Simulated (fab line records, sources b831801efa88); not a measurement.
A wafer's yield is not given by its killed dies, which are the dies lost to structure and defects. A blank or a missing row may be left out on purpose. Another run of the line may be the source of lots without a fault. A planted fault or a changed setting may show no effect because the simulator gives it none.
fab line records | flow sky130
[record] lots = 7 wafers = 21 last-day = 50
route steps=708 shown METAL1@440 PAD_OPEN@708
lots untouched by any fault: they come from a run of this same line in which no faults occurred
start-h: hours from the record's opening day to when the first of the lot's shown wafers began | wait-h: time in hours since the lot's previous step | " same as the row above | L1.1+2: a row that stands for several wafers | - no value, or no start was given | * or withheld: withheld | < > ~ a bound
route shown NAME@n: a module of which the file shows steps, and the number in the route of the first | usual: mean and standard deviation over wafers with no fault | same: alike in all rows | chamber/n: place in a boat | sites: the reading at each site | _std_site: standard deviation across them | _edge_site: inner sites' mean taken away from outer sites' mean | radius-mm: for every site, how far away it sits from the centre of the wafer | mask NAME#n: copy n | behind: tool/chamber where the wafer was last shaped | hold: why the lot went on hold/how many hours it stayed there/how the hold came to an end | device: names the non-switching transistor (n, p or np) | end of line: tests run on the same wafers once the route is complete | for a step that has no rows: nothing shown but its recipe | killed: dies lost to structure and defects at the first sort, not the wafer's yield | map: a wafer's dies, x killed, . not, _ none there
set.NAME: setting as actually run; set.NAME@STEP: the setting as run at that earlier step | model.NAME: the simulator's own value behind a step, which no gauge read
lots seen at some steps along the route; tables by step, rows by wafer
services: the hour from which a tool's chamber was out of use, counted from the record's first day as start-h (under 0 if before that day), plus the number of hours and why
[[steps]]
[step SKY_METAL1_THK_MEAS_06]
[recipe] thk-meas-gauge = xrf reads = AlCu_of_METAL1_SPUTTER_02
[usual] METAL1_ALCU_THK = 246/3.4
// columns lot.wafer tool chamber start-h wait-h METAL1_ALCU_THK[nm]
L117.1 film-metro-04 - 737.08 0.1 250
L117.2 " - " " 254
L117.3 " - " " 250
L121.1 film-metro-04 - 775.53 0.1 253
L121.2 " - " " 253
L121.5 " - " " 254
L130.1 film-metro-01 - 842.22 0.1 241
L130.2 " - " " 244
L130.4 " - " " 240
L131.3 film-metro-04 - 847.97 0.1 245
L131.4 " - " " 248
L131.6 " - " " 245
L132.1 film-metro-02 - 850.77 0.1 246
L132.2 " - " " 242
L132.3 " - " " 244
L134.3 film-metro-01 - 867.56 0.1 243
L134.5 " - " " 239
L134.6 " - " " 240
L137.3 film-metro-01 - 891.37 0.1 243
L137.4 " - " " 248
L137.6 " - " " 240
[step SKY_METAL1_DEHYDRATE_07]
[recipe] temp-c = 200 time-s = 60
[step SKY_METAL1_HMDS_08]
[recipe] prime-time-s = 60 prime-temp-c = 120
[step SKY_METAL1_COAT_09]
[recipe] resist = BARC temp-c = withheld time-s = withheld spin-rpm = 3000 resist-thk-nm = 60
[step SKY_METAL1_COAT_10]
[recipe] resist = KrF-thick spin-rpm = 3000 resist-thk-nm = 450
[step SKY_METAL1_SOFTBAKE_11]
[recipe] temp-c = 100 time-s = 90 resist = KrF-thick
[step SKY_METAL1_EXPOSE_12]
[recipe] mask-id = MM1 na = 0.8 source-shape = annular sigma-inner = 0.55 sigma-outer = 0.85 target-cd-nm = 140 dose-mj = 28
[step SKY_METAL1_PEB_13]
[recipe] peb-temp-c = withheld peb-time-s = withheld resist = KrF-thick
[step SKY_METAL1_DEVELOP_14]
[recipe] develop-time-s = 60 resist = KrF-thick dev-temp-c = 21
[step SKY_METAL1_CD_MEAS_15]
[recipe] target-cd-nm = 140
[usual] cd-nm = 140.2/1.8
// columns lot.wafer tool chamber start-h wait-h cd-nm
L117.1 cd-sem-01 - 764.67 - 141.6
L117.2 " - " " 142.2
L117.3 " - " " 141.5
L121.1 cd-sem-01 - 802.33 - 140.8
L121.2 " - " " 142.4
L121.5 " - " " 140.5
L130.1 cd-sem-01 - 868.78 - 140.1
L130.2 " - " " 140.6
L130.4 " - " " 141.2
L131.3 cd-sem-01 - 873.53 - 140.9
L131.4 " - " " 140.1
L131.6 " - " " 140.8
L132.1 cd-sem-02 - 876.63 - 138.9
L132.2 " - " " 139.3
L132.3 " - " " 138.8
L134.3 cd-sem-02 - 893.42 - 138.0
L134.5 " - " " 138.8
L134.6 " - " " 137.8
L137.3 cd-sem-02 - 916.82 - 138.7
L137.4 " - " " 138.8
L137.6 " - " " 139.2
[step SKY_METAL1_OVL_MEAS_16]
[usual] METAL1_OVL = 3/5.4
// columns lot.wafer tool chamber start-h wait-h METAL1_OVL[nm]
L117.1 overlay-01 - 764.79 0.1 6
L117.2 " - " " -1
L117.3 " - " " 5
L121.1 overlay-02 - 802.45 0.1 6
L121.2 " - " " 0
L121.5 " - " " 7
L130.1 overlay-02 - 868.90 0.1 -4
L130.2 " - " " -7
L130.4 " - " " -3
L131.3 overlay-01 - 873.62 0.1 -1
L131.4 " - " " -2
L131.6 " - " " -2
L132.1 overlay-02 - 876.75 0.1 -3
L132.2 " - " " 0
L132.3 " - " " -2
L134.3 overlay-01 - 893.51 0.1 4
L134.5 " - " " 0
L134.6 " - " " 9
L137.3 overlay-02 - 916.91 0.1 4
L137.4 " - " " 2
L137.6 " - " " 0
[step SKY_METAL1_DESCUM_17]
[recipe] chemistry = O2 source-power-w = 150 bias-power-w = 0 pressure-mtorr = 10 temp-c = 40 time-s = 8
[usual] chamber-pressure-mTorr = 10.000/0.0092 drypump-motor-current-A = 5.8/0.46 oes-product-au = 1.005/0.0088 rf-fwd-power-W = 147.4/0.61
// columns lot.wafer tool chamber start-h wait-h chamber-pressure-mTorr drypump-motor-current-A oes-product-au rf-fwd-power-W rf-hours-counter-h
L117.1 rie-metal-03 1 764.83 0.0 10.005 5.8 1.002 147.7 13
L117.2 " 0 " " 10.001 5.7 0.997 147.3 10
L117.3 " 0 " " 9.983 5.6 0.995 147.2 -
L121.1 rie-metal-04 0 802.49 0.0 10.001 6.6 1.010 147.1 6
L121.2 " 1 " " 9.999 5.9 1.007 146.5 12
L121.5 " 1 " " 10.008 5.9 1.004 146.5 -
L130.1 rie-metal-03 0 868.94 0.0 10.001 5.7 0.998 148.1 13
L130.2 " 1 " " 10.000 5.8 1.005 147.6 17
L130.4 " 1 " " 9.999 5.8 0.991 147.7 -
L131.3 rie-metal-01 0 873.66 0.0 10.006 6.0 1.022 146.8 -
L131.4 " 1 " " 9.995 5.2 1.012 147.3 -
L131.6 " 0 " " 9.994 6.0 1.013 146.8 -
L132.1 rie-metal-03 1 876.79 0.0 9.991 5.8 1.006 148.3 17
L132.2 " 0 " " 9.989 5.7 0.991 147.4 14
L132.3 " 1 " " 9.999 5.8 1.002 147.7 -
L134.3 rie-metal-01 1 893.55 0.0 9.989 5.1 1.016 147.3 -
L134.5 " 1 " " 9.984 5.1 1.010 147.4 -
L134.6 " 0 " " 9.992 6.0 1.014 146.9 -
L137.3 rie-metal-01 0 916.95 0.0 9.997 6.0 1.016 147.2 -
L137.4 " 1 " " 9.993 5.1 1.002 147.3 -
L137.6 " 1 " " 9.999 5.1 1.011 147.4 -
[step SKY_METAL1_ETCH_18]
[recipe] chemistry = N2/H2 target = BARC ion-energy-ev = 200 bias-w = 100 pressure-mtorr = 30 n2-flow-sccm = 100 h2-flow-sccm = 200 icp-w = 500 stop-on = SiO2 time-s = 45.9 target-depth-a = 600
[usual] bias-w = 99.99/0.27 chamber-pressure-mTorr = 30.001/0.027 drypump-motor-current-A = 5.8/0.46 oes-product-au = 0.855/0.0053 rf-fwd-power-W = 495.8/1.9 throttle-valve-pct = 13.225/0.01
// columns lot.wafer tool chamber start-h wait-h bias-w chamber-pressure-mTorr drypump-motor-current-A oes-product-au rf-fwd-power-W rf-hours-counter-h throttle-valve-pct model.KrF-thick_of_METAL1_COAT_10.thk-nm
L117.1 rie-metal-03 1 764.86 0.0 99.56 30.028 5.8 0.855 495.3 13 13.219 391.1
L117.2 " 0 " " 100.02 29.995 5.7 0.859 496.3 10 13.220 392.5
L117.3 " 0 " " 99.89 29.968 5.7 0.844 495.8 - 13.218 390.7
L121.1 rie-metal-04 0 802.52 0.0 99.68 30.007 6.6 0.855 495.7 6 13.219 390.9
L121.2 " 1 " " 100.25 29.963 6.0 0.854 491.7 12 13.227 392
L121.5 " 1 " " 100.22 30.032 6.0 0.857 492.6 - 13.240 391.3
L130.1 rie-metal-03 0 868.97 0.0 - - - - - - - 435.4
L130.2 " 1 " " - - - - - - - 436.5
L130.4 " 1 " " - - - - - - - 434.6
L131.3 rie-metal-01 0 873.70 0.0 - - - - - - - 437.7
L131.4 " 1 " " - - - - - - - 437.6
L131.6 " 0 " " - - - - - - - 437.1
L132.1 rie-metal-03 1 876.82 0.0 - - - - - - - 434.2
L132.2 " 0 " " - - - - - - - 435.3
L132.3 " 1 " " - - - - - - - 434.5
L134.3 rie-metal-01 1 893.59 0.0 99.91 30.030 5.1 0.848 493.3 - 13.224 391.9
L134.5 " 1 " " 99.88 29.996 5.1 0.862 493.7 - 13.227 390.8
L134.6 " 0 " " 99.90 29.970 6.1 0.861 495.1 - 13.223 391.2
L137.3 rie-metal-01 0 916.99 0.0 99.96 30.014 6.1 0.861 497.0 - 13.232 390.7
L137.4 " 1 " " 100.34 29.976 5.1 0.854 498.3 - 13.228 389.9
L137.6 " 1 " " 99.84 30.010 5.1 0.857 498.3 - 13.223 389.3
[step SKY_METAL1_METAL_ETCH_19]
[recipe] target-depth-a = 3600 stop-on = SiO2 over-etch-frac = 0.3 time-s = 78 chemistry = Cl2/BCl3 resist-sidewall-deg = 88 pressure-mtorr = 10 icp-w = 900 bias-w = 48.5 Cl2_flow_sccm = 60 bcl3-flow-sccm = 30
[usual] bcl3-flow-sccm = 29.99/0.09 bias-w = 48.52/0.16 chamber-pressure-mTorr = 9.999/0.012 drypump-motor-current-A = 5.8/0.46 oes-product-au = 0.855/0.0057 rf-fwd-power-W = 895/3 throttle-valve-pct = 22.263/0.0097
// columns lot.wafer tool chamber start-h wait-h bcl3-flow-sccm bias-w chamber-pressure-mTorr drypump-motor-current-A oes-product-au rf-fwd-power-W rf-hours-counter-h throttle-valve-pct model.KrF-thick_of_METAL1_COAT_10.thk-nm
L117.1 rie-metal-03 1 764.92 0.0 29.85 48.91 10.000 5.8 0.862 898 13 22.260 156.5
L117.2 " 0 " " 30.03 48.52 10.008 5.6 0.861 900 10 22.265 163.4
L117.3 " 0 " " 29.88 48.77 9.999 5.7 0.860 897 - 22.239 161
L121.1 rie-metal-04 0 802.58 0.0 29.98 48.53 10.010 6.6 0.858 893 6 22.262 155.6
L121.2 " 1 " " 29.89 48.57 10.009 5.9 0.860 897 12 22.262 157.6
L121.5 " 1 " " 29.92 48.49 10.007 5.9 0.859 894 - 22.269 156.1
L130.1 rie-metal-03 0 869.03 0.0 29.91 48.36 9.993 5.7 0.378 892 13 22.258 205.8
L130.2 " 1 " " 30.11 48.14 9.981 5.8 0.374 899 17 22.264 202.1
L130.4 " 1 " " 29.98 48.68 10.003 5.8 0.376 894 - 22.252 197.7
L131.3 rie-metal-01 0 873.77 0.1 30.02 48.59 10.000 6.0 0.370 895 - 22.247 199.2
L131.4 " 1 " " 30.02 48.30 10.010 5.1 0.374 895 - 22.251 201.9
L131.6 " 0 " " 30.03 48.78 9.998 6.0 0.374 899 - 22.262 196.9
L132.1 rie-metal-03 1 876.88 0.0 30.05 48.49 10.005 5.8 0.373 895 17 22.266 197.6
L132.2 " 0 " " 29.90 48.48 9.986 5.7 0.374 897 14 22.264 207.7
L132.3 " 1 " " 30.06 48.45 9.987 5.8 0.384 897 - 22.264 199.9
L134.3 rie-metal-01 1 893.66 0.1 30.03 48.32 10.004 5.1 0.844 890 - 22.263 158.4
L134.5 " 1 " " 29.99 48.37 9.984 5.1 0.850 896 - 22.244 156.8
L134.6 " 0 " " 30.11 48.50 9.991 6.0 0.851 896 - 22.279 153.4
L137.3 rie-metal-01 0 917.06 0.1 30.00 48.69 9.991 6.0 0.852 888 - 22.264 152
L137.4 " 1 " " 29.87 48.54 10.000 5.1 0.859 898 - 22.287 152.6
L137.6 " 1 " " 29.97 48.78 10.000 5.1 0.849 895 - 22.262 150
[step SKY_METAL1_STRIP_20]
[recipe] chemistry = O2/N2 power-w = 1400 pressure-mtorr = 1500 platen-temp-c = withheld o2-flow-sccm = 3000 n2-flow-sccm = 300 overash-fraction = 0.5
[usual] chamber-pressure-mTorr = 1499.9/1.1 drypump-motor-current-A = 5.9/0.31 o2-flow-sccm = 3000/9.7 oes-product-au = 0.342/0.0045 strip-time-to-endpoint-s = 2.66/0.039
// columns lot.wafer tool chamber start-h wait-h chamber-pressure-mTorr drypump-motor-current-A o2-flow-sccm oes-product-au rf-hours-counter-h strip-time-to-endpoint-s
L117.1 plasma-asher-03 1 765.01 0.1 1502.1 5.4 3013 0.344 34 2.67
L117.2 " 0 " " 1499.3 6.1 3001 0.343 34 2.74
L117.3 " 1 " " 1502.9 5.4 3012 0.342 - 2.71
L121.1 plasma-asher-02 1 802.67 0.1 1500.0 6.2 2994 0.336 6 2.66
L121.2 " 0 " " 1500.2 5.8 3009 0.340 6 2.68
L121.5 " 0 " " 1501.0 5.8 3008 0.343 - 2.67
L130.1 plasma-asher-04 1 869.12 0.1 1500.6 6.1 2990 0.368 74 3.23
L130.2 " 0 " " 1499.4 5.6 2997 0.364 74 3.16
L130.4 " 0 " " 1499.8 5.6 2986 0.366 - 3.13
L131.3 plasma-asher-02 1 873.87 0.1 1500.1 6.3 3001 0.360 - 3.14
L131.4 " 0 " " 1500.9 5.8 3009 0.369 - 3.17
L131.6 " 1 " " 1498.3 6.3 2996 0.366 - 3.12
L132.1 plasma-asher-02 0 876.97 0.1 1502.0 5.9 3005 0.355 14 3.12
L132.2 " 1 " " 1500.8 6.2 3009 0.366 14 3.22
L132.3 " 1 " " 1498.4 6.2 3008 0.362 - 3.14
L134.3 plasma-asher-03 0 893.76 0.1 1497.6 6.1 2994 0.344 - 2.69
L134.5 " 0 " " 1500.6 6.1 2998 0.346 - 2.67
L134.6 " 1 " " 1499.8 5.4 3009 0.338 - 2.64
L137.3 plasma-asher-03 1 917.15 0.1 1500.9 5.4 3000 0.342 - 2.61
L137.4 " 0 " " 1499.6 6.1 3014 0.339 - 2.63
L137.6 " 1 " " 1499.4 5.4 3008 0.342 - 2.58
[step SKY_METAL1_STRIP_21]
[recipe] chemistry = post-etch-residue-remover time-s = 1200 temp-c = 72.5
[step SKY_PAD_OPEN_PROBE_99]
[usual] defect-limited-yield = 82.8/2 killed_at_M0_to_M3 = 43/6.4 killed_at_M4_up = 3.1/2 killed-at-contacts = 24/5.2 killed-at-front-end = 15/4.3 killed-at-other = 0.2/0.48 killed-dies = 85/9.7 killed-on-rim = 17/4.2 killed-open = 47/6.9 killed-short = 38/6.7 sort_bin_3_pad_short = 0.9/0.48 sort_bin_5_function = 10.3/1.6 sort_bin_6_memory = 6.1/0.97 sort-n-pass = 407/9.7 sort-yield-pct = 82.8/2
[same] gross-dies = 492 killed-at-back-side = 0 sort_bin_4_leakage[%] = 0 sort_bin_8_speed[%] = 0
// columns lot.wafer tool chamber start-h wait-h defect-limited-yield[%] killed_at_M0_to_M3 killed_at_M4_up killed-at-contacts killed-at-front-end killed-at-other killed-dies killed-on-rim killed-open killed-short sort_bin_3_pad_short[%] sort_bin_5_function[%] sort_bin_6_memory[%] sort-n-pass sort-yield-pct[%]
L121.1 prober-02 - 1110.15 0.1 81.7 42 1 27 20 0 90 16 49 41 2.0 11.2 5.1 402 81.7
L121.2 prober-02 - 1110.20 0.1 85.4 34 3 23 12 0 72 15 42 30 0.6 9.3 4.7 420 85.4
L121.5 prober-02 - 1110.35 0.2 81.5 45 3 26 17 0 91 15 50 41 0.4 9.3 8.7 401 81.5
L130.1 prober-01 - 1160.99 0.1 0 432 7 27 26 0 492 96 58 41 0.8 92.3 6.9 0 0
L131.3 prober-02 - 1163.93 0.2 0 452 4 21 15 0 492 96 50 23 0.4 92.5 7.1 0 0
L131.4 prober-02 - 1163.98 0.2 0 452 6 24 10 0 492 96 44 40 1.8 91.5 6.7 0 0
L131.6 prober-02 - 1164.08 0.2 0 456 2 24 10 0 492 96 50 37 0.6 93.5 5.9 0 0
L132.1 prober-01 - 1165.54 0.1 0 452 2 25 13 0 492 96 48 28 0.6 93.1 6.3 0 0
L132.2 prober-01 - 1165.59 0.1 0 445 4 29 14 0 492 96 47 48 1.6 92.3 6.1 0 0
L132.3 prober-01 - 1165.64 0.2 0 452 1 17 21 1 492 96 43 45 1.2 92.9 5.9 0 0
L134.3 prober-01 - 1175.40 0.2 78.9 48 6 24 24 2 104 21 49 55 0.8 14.0 6.3 388 78.9
L134.5 prober-01 - 1175.50 0.2 85.6 45 4 10 12 0 71 12 40 31 1.0 9.1 4.3 421 85.6
L134.6 prober-01 - 1175.55 0.2 81.1 44 3 22 23 1 93 16 49 44 1.6 12.0 5.3 399 81.1
L137.3 prober-02 - 1192.15 0.2 83.3 44 0 24 13 1 82 11 45 37 0.8 10.2 5.7 410 83.3
L137.4 prober-02 - 1192.20 0.2 85.8 37 6 15 12 0 70 13 39 31 0.2 8.5 5.5 422 85.8
L137.6 prober-02 - 1192.30 0.2 83.9 45 0 24 9 1 79 15 48 31 0.6 10.8 4.7 413 83.9
// killed by level:class
L121.1 VIA1:geometric-particle:open=9 CONTACT:geometric-particle:open=8 VIA3:geometric-particle:open=8 POLY_GATE:geometric-particle:open=6 LI_CONTACT:geometric-particle:short=6 CONTACT:geometric-particle:short=6 LI_CONTACT:geometric-particle:open=5 VIA2:geometric-particle:open=5
L121.2 VIA1:geometric-particle:open=11 CONTACT:geometric-particle:open=10 VIA1:geometric-particle:short=5 FIELD_ISO:geometric-particle:open=4 FIELD_ISO:geometric-particle:short=4 LI_CONTACT:geometric-particle:open=4 LOCAL_INTERCONNECT:geometric-particle:short=3 CONTACT:geometric-particle:short=3
L121.5 VIA2:geometric-particle:open=10 CONTACT:geometric-particle:open=10 LI_CONTACT:geometric-particle:open=8 VIA1:geometric-particle:open=7 VIA3:geometric-particle:open=6 POLY_GATE:geometric-particle:short=5 VIA1:geometric-particle:short=5 CONTACT:geometric-particle:short=5
L130.1 METAL1:area-etch=393 CONTACT:geometric-particle:open=11 LI_CONTACT:geometric-particle:open=8 VIA1:geometric-particle:open=7 POLY_GATE:geometric-particle:short=7 POLY_GATE:geometric-particle:open=6 VIA2:geometric-particle:open=6 VIA3:geometric-particle:open=6
L131.3 METAL1:area-etch=419 VIA1:geometric-particle:open=14 CONTACT:geometric-particle:open=11 SPACER:geometric-particle:open=5 LI_CONTACT:geometric-particle:open=4 POLY_GATE:geometric-particle:open=4 CONTACT:geometric-particle:short=4 METAL1:geometric-particle:short=4
L131.4 METAL1:area-etch=408 VIA1:geometric-particle:open=10 CONTACT:geometric-particle:open=8 LI_CONTACT:geometric-particle:open=7 VIA2:geometric-particle:open=6 METAL2:geometric-particle:short=5 CONTACT:geometric-particle:short=5 METAL1:geometric-particle:short=5
L131.6 METAL1:area-etch=405 VIA1:geometric-particle:open=13 METAL2:geometric-particle:short=8 CONTACT:geometric-particle:open=8 LI_CONTACT:geometric-particle:open=7 VIA2:geometric-particle:short=7 VIA3:geometric-particle:open=7 VIA2:geometric-particle:open=5
L132.1 METAL1:area-etch=416 VIA1:geometric-particle:open=10 LI_CONTACT:geometric-particle:open=8 CONTACT:geometric-particle:open=8 VIA3:geometric-particle:open=6 POLY_GATE:geometric-particle:open=5 LOCAL_INTERCONNECT:geometric-particle:short=5 METAL1:geometric-particle:short=4
L132.2 METAL1:area-etch=397 VIA1:geometric-particle:open=11 CONTACT:geometric-particle:open=10 METAL1:geometric-particle:short=6 LI_CONTACT:geometric-particle:open=6 CONTACT:geometric-particle:short=6 VIA1:geometric-particle:short=6 METAL3:geometric-particle:short=5
L132.3 METAL1:area-etch=404 METAL1:geometric-particle:short=10 LI_CONTACT:geometric-particle:open=7 FIELD_ISO:geometric-particle:open=6 VIA2:geometric-particle:open=6 FIELD_ISO:geometric-particle:short=5 VIA1:geometric-particle:open=5 VIA3:geometric-particle:short=5
L134.3 VIA1:geometric-particle:open=10 VIA2:geometric-particle:open=9 CONTACT:geometric-particle:open=8 FIELD_ISO:geometric-particle:short=6 POLY_GATE:geometric-particle:open=6 CONTACT:geometric-particle:short=6 VIA1:geometric-particle:short=6 POLY_GATE:geometric-particle:short=4
L134.5 VIA1:geometric-particle:open=16 VIA3:geometric-particle:open=5 VIA2:geometric-particle:open=5 VIA1:geometric-particle:short=5 POLY_GATE:geometric-particle:open=4 METAL1:geometric-particle:short=4 CONTACT:geometric-particle:open=4 METAL4:geometric-particle:short=4
L134.6 VIA1:geometric-particle:open=9 VIA2:geometric-particle:open=8 FIELD_ISO:geometric-particle:open=7 LI_CONTACT:geometric-particle:open=7 CONTACT:geometric-particle:open=6 METAL3:geometric-particle:short=6 FIELD_ISO:geometric-particle:short=5 LOCAL_INTERCONNECT:geometric-particle:short=5
L137.3 VIA1:geometric-particle:open=11 CONTACT:geometric-particle:open=10 CONTACT:geometric-particle:short=8 VIA2:geometric-particle:open=8 VIA1:geometric-particle:short=6 METAL2:geometric-particle:short=6 VIA3:geometric-particle:open=6 POLY_GATE:geometric-particle:short=3
L137.4 VIA1:geometric-particle:open=12 LI_CONTACT:geometric-particle:open=6 METAL2:geometric-particle:short=5 VIA3:geometric-particle:open=5 LOCAL_INTERCONNECT:geometric-particle:short=4 METAL1:geometric-particle:short=4 METAL4:geometric-particle:short=4 FIELD_ISO:geometric-particle:open=3
L137.6 VIA3:geometric-particle:open=14 VIA1:geometric-particle:open=12 CONTACT:geometric-particle:open=10 LI_CONTACT:geometric-particle:open=5 CONTACT:geometric-particle:short=4 VIA1:geometric-particle:short=4 METAL2:geometric-particle:short=4 FIELD_ISO:geometric-particle:short=3
// map L130.1 (x killed, . not)
__________xxxxxxxxxx_________
________xxxxxxxxxxxxxx_______
______xxxxxxxxxxxxxxxxxx_____
_____xxxxxxxxxxxxxxxxxxxx____
____xxxxxxxxxxxxxxxxxxxxxx___
___xxxxxxxxxxxxxxxxxxxxxxxx__
__xxxxxxxxxxxxxxxxxxxxxxxxxx_
_xxxxxxxxxxxxxxxxxxxxxxxxxxxx
_xxxxxxxxxxxxxxxxxxxxxxxxxxxx
_xxxxxxxxxxxxxxxxxxxxxxxxxxxx
_xxxxxxxxxxxxxxxxxxxxxxxxxxxx
_xxxxxxxxxxxxxxxxxxxxxxxxxxxx
_xxxxxxxxxxxxxxxxxxxxxxxxxxxx
_xxxxxxxxxxxxxxxxxxxxxxxxxxxx
_xxxxxxxxxxxxxxxxxxxxxxxxxxxx
__xxxxxxxxxxxxxxxxxxxxxxxxxx_
___xxxxxxxxxxxxxxxxxxxxxxxx__
____xxxxxxxxxxxxxxxxxxxxxx___
_____xxxxxxxxxxxxxxxxxxxx____
______xxxxxxxxxxxxxxxxxx_____
________xxxxxxxxxxxxxx_______
__________xxxxxxxxxx_________
// map L131.3 (x killed, . not)
__________xxxxxxxxxx_________
________xxxxxxxxxxxxxx_______
______xxxxxxxxxxxxxxxxxx_____
_____xxxxxxxxxxxxxxxxxxxx____
____xxxxxxxxxxxxxxxxxxxxxx___
___xxxxxxxxxxxxxxxxxxxxxxxx__
__xxxxxxxxxxxxxxxxxxxxxxxxxx_
_xxxxxxxxxxxxxxxxxxxxxxxxxxxx
_xxxxxxxxxxxxxxxxxxxxxxxxxxxx
_xxxxxxxxxxxxxxxxxxxxxxxxxxxx
_xxxxxxxxxxxxxxxxxxxxxxxxxxxx
_xxxxxxxxxxxxxxxxxxxxxxxxxxxx
_xxxxxxxxxxxxxxxxxxxxxxxxxxxx
_xxxxxxxxxxxxxxxxxxxxxxxxxxxx
_xxxxxxxxxxxxxxxxxxxxxxxxxxxx
__xxxxxxxxxxxxxxxxxxxxxxxxxx_
___xxxxxxxxxxxxxxxxxxxxxxxx__
____xxxxxxxxxxxxxxxxxxxxxx___
_____xxxxxxxxxxxxxxxxxxxx____
______xxxxxxxxxxxxxxxxxx_____
________xxxxxxxxxxxxxx_______
__________xxxxxxxxxx_________
[[services]]
// columns tool chamber start-h hours kind
plasma-asher-02 0 744.64 - clean
plasma-asher-02 1 744.64 - clean
rie-metal-01 - 762.36 0.7 repair
plasma-asher-04 - 767.10 2.8 pm
plasma-asher-03 - 770.87 0.3 repair
rie-metal-04 - 776.37 1.4 pm
plasma-asher-03 - 786.91 4.0 pm
rie-metal-03 1 807.27 1.1 repair
plasma-asher-02 - 817.25 2.8 pm
rie-metal-04 - 834.16 14.6 pm
plasma-asher-03 - 845.12 4.8 repair
rie-metal-04 - 851.75 0.1 repair
rie-metal-04 - 851.94 2.8 pm
rie-metal-03 1 888.97 - clean
rie-metal-03 1 888.97 24.2 scheduled-down
rie-metal-03 1 888.97 24.2 vent-cycle
plasma-asher-02 - 894.69 10.6 repair
[[key]]
[first-sign] step = SKY_METAL1_ETCH_18 reading = tool-record direction = missing
[effect] step = SKY_METAL1_METAL_ETCH_19 reading = oes-product-au direction = down sigmas = 84 usual = 0.855 struck = 0.375
[effect] step = SKY_METAL1_STRIP_20 reading = strip-time-to-endpoint-s direction = up sigmas = 13 usual = * struck = *
[effect] step = SKY_PAD_OPEN_PROBE_99 reading = killed_at_M0_to_M3 direction = up sigmas = 64 usual = 43 struck = 449
[model-effect] step = SKY_METAL1_ETCH_18 value = KrF-thick_of_METAL1_COAT_10.thk-nm without = 392.2 struck = 435.9
[model-effect] step = SKY_METAL1_METAL_ETCH_19 value = KrF-thick_of_METAL1_COAT_10.thk-nm without = 157.3 struck = 200.9
[more-kills-born-at] SKY_METAL1_ETCH_18@rie-metal-03 = 1610 SKY_METAL1_ETCH_18@rie-metal-01 = 1232
met-at SKY_METAL1_ETCH_18
struck-wafers L130.1,L130.2,L130.4,L131.3,L131.4,L131.6,L132.1,L132.2,L132.3
rows-end L130.2,L130.4
later-rows-left-out L130.1,L131.3,L131.4,L131.6,L132.1,L132.2,L132.3
onset-between 764.86 868.97
[fault] kind = skipped-step-whole tool = rie-metal-01,rie-metal-03 chamber = - onset-h = 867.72 steps = SKY_METAL1_ETCH_18 scope = struck-lots-only
// later-rows-left-out: the simulator's readings of these wafers behind a module that went badly wrong aren't trusted and aren't shown, but for the sort
// rows-end: these wafers met a further fault down the route, and their rows from its step on are left out
